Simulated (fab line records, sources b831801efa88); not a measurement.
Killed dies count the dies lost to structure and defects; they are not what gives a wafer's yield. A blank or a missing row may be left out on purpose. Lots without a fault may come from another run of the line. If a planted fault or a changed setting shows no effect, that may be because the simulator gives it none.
One fault through the eyes of 2 desks | flow gf180mcu | only its own numbers are on each desk; what lay behind them is given at the end

METROLOGY DESK
Means of the sampled wafers that have a number, per lot and without regard to the tool the lot ran on: this is what the gauges read. The brackets show how far a lot's mean lies from the usual mean; more than 4 standard deviations puts the lot out of limits, marked OUT.
Columns: A = HV_LDD_CVD_54_THK at GF_HV_LDD_THK_MEAS_55, usual 10.00 nm
lot  | first seen here | A
L251 | day 12 14:37    | 9.99
L253 | day 13 02:00    | 9.94
L254 | day 13 08:41    | 10.06
L255 | day 13 20:39    | 10.01
L258 | day 14 20:11    | 7.42 (-16) OUT
L266 | day 17 13:01    | 9.84
L268 | day 18 00:55    | 9.75
L269 | day 18 08:26    | 9.71
L270 | day 19 00:50    | 10.03
L271 | day 19 03:54    | 9.78
L272 | day 19 12:57    | 10.06
L273 | day 20 00:38    | 10.06
L274 | day 20 09:13    | 9.91
Finding of this desk: L258 out of limits, first seen on L258 at day 14 20:11 (HV_LDD_CVD_54_THK at GF_HV_LDD_THK_MEAS_55). In limits: L251, L253, L254, L255, L266, L268, L269, L270, L271, L272, L273, L274.

DESK OF THE TOOL OWNER: lpcvd-02
The tool's own readings at GF_HV_LDD_CVD_54 (deposits SiO2 from TEOS, target thk 10 nm, time 75 s): means of the sampled wafers that have a number, for each lot that ran on this tool. The brackets show how far a lot's mean lies from the usual mean; more than 4 standard deviations puts the lot out of limits, marked OUT.
Columns: A = spike tc top C at GF_HV_LDD_CVD_54, usual 696 C
lot  | first seen here | A
L251 | day 12 13:05    | 693
L253 | day 13 00:59    | 693
L255 | day 13 19:38    | 693
L258 | day 14 19:09    | 693
L270 | day 18 23:48    | 703
L271 | day 19 02:53    | 693
L273 | day 19 23:36    | 694
This desk's finding: nothing out of limits on any of the 7 lots.

TAKEN TOGETHER
L258 would have let the metrology desk raise an alarm at day 14 20:11.
The desk of the tool owner found nothing out of limits.
On record at the tool owner's desk: L258, within its limits.
Of the lots named, all ran GF_HV_LDD_CVD_54 on lpcvd-02.

WHAT THE SIMULATOR HAD PUT IN
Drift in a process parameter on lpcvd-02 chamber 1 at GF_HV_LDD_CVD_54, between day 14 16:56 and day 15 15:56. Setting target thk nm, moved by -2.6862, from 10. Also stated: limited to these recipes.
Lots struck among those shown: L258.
Per desk, hours elapsed from the start of the fault to the first reading out of limits: for the metrology desk, 3.
